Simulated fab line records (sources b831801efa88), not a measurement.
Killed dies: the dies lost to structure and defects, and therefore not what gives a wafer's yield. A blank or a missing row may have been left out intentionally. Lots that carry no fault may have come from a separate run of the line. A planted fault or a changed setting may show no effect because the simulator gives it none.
A lot that was struck, set against a sound lot -- flow gf180mcu -- 43 out of 602 route steps
Sound: the wafers L288.1, L288.3, L288.5. Wafers struck: L296.3, L296.4, L296.5. The cause comes at the end.
Each step with rows lists, per side, the tool, then ch with its chambers, then its first start. Under that, the readings that differ: sound wafers -- struck wafers -- difference of the means -- sigmas: that difference in standard deviations of wafers without a fault.
alike: readings whose means differ by less than 2 such deviations, and words and numbers that are the same on both sides. not compared: withheld readings, readings that some wafer has no value for, bounds like >300 that may hide the same value, and numbers for which the record gives no deviation and whose values overlap.
Wherever a step has rows on one side only, a row that says differs or no value, or a row with sigmas, the two part there. Numbers that have no deviation but don't overlap get no sigmas and don't part them. A reading that every wafer of one side lacks parts them only if that side has two wafers or more.

first, 1 step without rows for these wafers: GF_POLY_GATE_OXIDATION_16 (stabilise 600 s, purge 300 s, target thk 4 nm).
GF_POLY_GATE_THK_MEAS_17:
  sound on film-metro-03 at day 10 13:40; struck on film-metro-04 at day 12 21:26
  alike: POLY_GATE_OXIDATION_THK
GF_POLY_GATE_CD_MEAS_18:
  sound on cd-sem-02 at day 10 13:44; struck on cd-sem-02 at day 12 21:32
  alike: cd-nm
then, 7 steps without rows for these wafers: GF_HV_LDD_DEHYDRATE_00 (time 60 s); GF_HV_LDD_HMDS_01 (prime time 60 s); GF_HV_LDD_COAT_02 (resist thk 1000 nm); GF_HV_LDD_SOFTBAKE_03 (time 60 s); GF_HV_LDD_EXPOSE_04 (exposes mask Nplus LV AREA, target cd 400 nm); GF_HV_LDD_PEB_05; GF_HV_LDD_DEVELOP_06 (develop time 60 s).
GF_HV_LDD_CD_MEAS_07: the cd target is 400 nm.
  sound on cd-sem-02 at day 11 08:27; struck on cd-sem-02 at day 13 17:11
  alike: cd-nm
GF_HV_LDD_OVL_MEAS_08:
  sound on overlay-02 at day 11 08:34; struck on overlay-01 at day 13 17:17
  alike: HV_LDD_OVL
GF_HV_LDD_IMPLANT_09:
  struck on implanter-04, day 13 17:22; sound on implanter-04 ch 0, day 11 08:37
  no value came back on the struck wafers for beam-energy-keV, beam-on-s (s); on the sound wafers beam-energy-keV reads 40.009 39.995 39.999
GF_HV_LDD_STRIP_10: strips in O2/N2.
  sound on plasma-asher-01 ch 0,1, day 11 08:46; struck on plasma-asher-01 ch 0,1, day 13 17:29
  alike: drypump-motor-current-A, heater-power-w, n2-flow-sccm, o2-flow-sccm, oes-product-au, strip-time-to-endpoint-s
  not compared: rf-hours-counter-h
GF_HV_LDD_TW_MEAS_11:
  sound on film-metro-04 at day 11 08:52; struck on film-metro-01 at day 13 17:35
reading,sound,struck,difference,sigmas
HV_LDD_TW,2440 2442 2438,30 30 30,-2410,-71
then, 7 steps without rows for these wafers: GF_HV_LDD_DEHYDRATE_12 (time 60 s); GF_HV_LDD_HMDS_13 (prime time 60 s); GF_HV_LDD_COAT_14 (resist thk 1000 nm); GF_HV_LDD_SOFTBAKE_15 (time 60 s); GF_HV_LDD_EXPOSE_16 (exposes mask Pplus LV AREA, target cd 400 nm); GF_HV_LDD_PEB_17; GF_HV_LDD_DEVELOP_18 (develop time 60 s).
GF_HV_LDD_CD_MEAS_19: the cd target is 400 nm.
  sound on cd-sem-01 at day 12 03:36; struck on cd-sem-02 at day 14 13:57
  alike: cd-nm
GF_HV_LDD_OVL_MEAS_20:
  sound on overlay-02 at day 12 03:43; struck on overlay-02 at day 14 14:02
  alike: HV_LDD_01_OVL
after that, 1 step had no rows for these wafers: GF_HV_LDD_IMPLANT_21.
GF_HV_LDD_STRIP_22: strips in O2/N2.
  sound on plasma-asher-01 ch 0,1, day 12 03:55; struck on plasma-asher-01 ch 0,1, day 14 14:15
reading,sound,struck,difference,sigmas
strip-time-to-endpoint-s (s),12.55 12.57 12.57,12.67 12.63 12.67,+0.09,+2
  alike: drypump-motor-current-A, heater-power-w, n2-flow-sccm, o2-flow-sccm, oes-product-au
  not compared: rf-hours-counter-h
GF_HV_LDD_TW_MEAS_23:
  sound on film-metro-03 at day 12 04:01; struck on film-metro-04 at day 14 14:20
reading,sound,struck,difference,sigmas
HV_LDD_2_TW,1047 1044 1047,1082 1090 1081,+38,+3
then, 7 steps without rows for these wafers: GF_HV_LDD_DEHYDRATE_24 (time 60 s); GF_HV_LDD_HMDS_25 (prime time 60 s); GF_HV_LDD_COAT_26 (resist thk 1000 nm); GF_HV_LDD_SOFTBAKE_27 (time 60 s); GF_HV_LDD_EXPOSE_28 (exposes mask Nplus HV AREA, target cd 400 nm); GF_HV_LDD_PEB_29; GF_HV_LDD_DEVELOP_30 (develop time 60 s).
GF_HV_LDD_CD_MEAS_31: the cd target is 400 nm.
  sound on cd-sem-02 at day 12 23:49; struck on cd-sem-02 at day 15 11:38
reading,sound,struck,difference,sigmas
cd-nm (nm),405.9 405.7 407.0,397.8 401.7 400.3,-6.3,-3
GF_HV_LDD_OVL_MEAS_32:
  sound on overlay-01 at day 12 23:56; struck on overlay-01 at day 15 11:44
  alike: HV_LDD_02_OVL
then, 4 steps without rows for these wafers: GF_HV_LDD_IMPLANT_33; GF_HV_LDD_IMPLANT_34; GF_HV_LDD_IMPLANT_35; GF_HV_LDD_IMPLANT_36.
GF_HV_LDD_STRIP_37: strips in O2/N2.
  sound on plasma-asher-01 ch 0,1, day 13 00:34; struck on plasma-asher-01 ch 0,1, day 15 12:23
  alike: drypump-motor-current-A, heater-power-w, n2-flow-sccm, o2-flow-sccm, oes-product-au, strip-time-to-endpoint-s
  not compared: rf-hours-counter-h
GF_HV_LDD_TW_MEAS_38:
  sound on film-metro-03 at day 13 00:40; struck on film-metro-03 at day 15 12:29
  alike: HV_LDD_3_TW
GF_HV_LDD_RS_MEAS_53: the measuring method here is four-point-probe.
  sound on film-metro-04 at day 13 21:20; struck on film-metro-01 at day 16 11:16
reading,sound,struck,difference,sigmas
HV_LDD_RS (ohm/sq),418.1 418.1 419.1,881.0 882.2 881.8,+463.2,+99 or more

== WHERE THEY PART ==
First at GF_HV_LDD_IMPLANT_09; last, within this record, at GF_HV_LDD_RS_MEAS_53.

WHY: what the simulator had put in
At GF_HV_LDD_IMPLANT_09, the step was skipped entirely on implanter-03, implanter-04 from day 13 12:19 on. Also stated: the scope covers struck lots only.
